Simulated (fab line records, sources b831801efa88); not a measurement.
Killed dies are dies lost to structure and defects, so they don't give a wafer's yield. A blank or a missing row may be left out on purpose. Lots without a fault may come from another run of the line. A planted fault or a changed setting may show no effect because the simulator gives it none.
Problem report in the 8D (eight disciplines) form, filled by code | flow gf180mcu | the parts of the form that need people (team, actions taken, sign-off) are left out

1. THE PROBLEM
strip_time_to_endpoint_s at GF_MVSD_STRIP_10 reads a mean of 26.63 s on 6 wafers of 2 lots; wafers without a fault read 36.95 s with a standard deviation of 0.094. That is -99 or more standard deviations from the usual mean.
The step: strips in O2/N2.
First seen on wafer L591.1, day 9 00:21, on plasma_asher-01. The record holds 39 wafers of 13 lots with a number at this step. Rule for "out", or "out of limits": more than 4 standard deviations from the usual mean. The other wafers with a number count as sound.

2. WHAT IT IS AND WHAT IT IS NOT
question                    | is                       | is not
which readings at this step | strip_time_to_endpoint_s | drypump_motor_current_A, heater_power_w, oes_product_au
which lots                  | L591, L592               | L575, L578, L580, L581, L582, L583, L586, L588, L590, L593, L595
which wafers of those lots  | all that have a number   | -
read on which tools         | plasma_asher-01          | plasma_asher-02, plasma_asher-04
when                        | from day 9 00:21         | up to then (27 sound wafers); but 6 sound wafers of L593, L595 came after

3. SUSPECTS, AND WHAT RULES EACH OUT
Counting: a tool at a process step up to the reading stays a suspect if it ran every lot that is out and no sound lot after the first of them.
- litho_track-04 at GF_MVSD_COAT_02 (resist thk 3000 nm): kept. It ran every lot that is out, first L591 (day 8 15:19), and no sound lot after that; its last sound lot up to then is L588 (day 7 23:38).
- plasma_asher-01 at GF_MVSD_STRIP_10 (strips in O2/N2): kept. It ran every lot that is out, first L591 (day 9 00:21), and no sound lot after that; its last sound lot up to then is L590 (day 8 17:26). Its own readings are out on those wafers: strip_time_to_endpoint_s.
Left after counting: litho_track-04 at GF_MVSD_COAT_02, plasma_asher-01 at GF_MVSD_STRIP_10.

4. THE CAUSE (what the simulator had put in)
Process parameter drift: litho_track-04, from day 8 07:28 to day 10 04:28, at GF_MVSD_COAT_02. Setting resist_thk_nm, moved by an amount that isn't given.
Counting left 2 suspects, and this tool is among them.

5. THE CHAIN OF EFFECTS, in route order
Each row: a reading whose mean over the struck wafers that have a number lies more than 3 standard deviations from the usual. Only readings for which the record gives a usual standard deviation are gone through. hours: the time from each lot's start at the first step in this table that gives one to its start at this step, as a median over the lots. sigmas: the change in usual standard deviations.
hours | step             | reading                  | usual   | on struck wafers | change | sigmas
0     | GF_MVSD_STRIP_10 | strip_time_to_endpoint_s | 36.95 s | 26.63            | -10.32 | -99 or more
The process steps in it:
- GF_MVSD_STRIP_10: strips in O2/N2.
Later measuring or inspecting steps at which every struck wafer that the step has a row for has a number for every such reading, and none has moved that far: GF_SAB_CD_MEAS_09, GF_M2_CD_MEAS_14.

6. WHAT WOULD HAVE CAUGHT IT SOONER
In this record the first reading out of limits was taken at day 9 00:21, 17 hours after the fault began at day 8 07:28.
All the lots that are out (2) had begun GF_MVSD_COAT_02 on litho_track-04 by day 9 00:21. A hold on the tool at that time would have spared none of them.
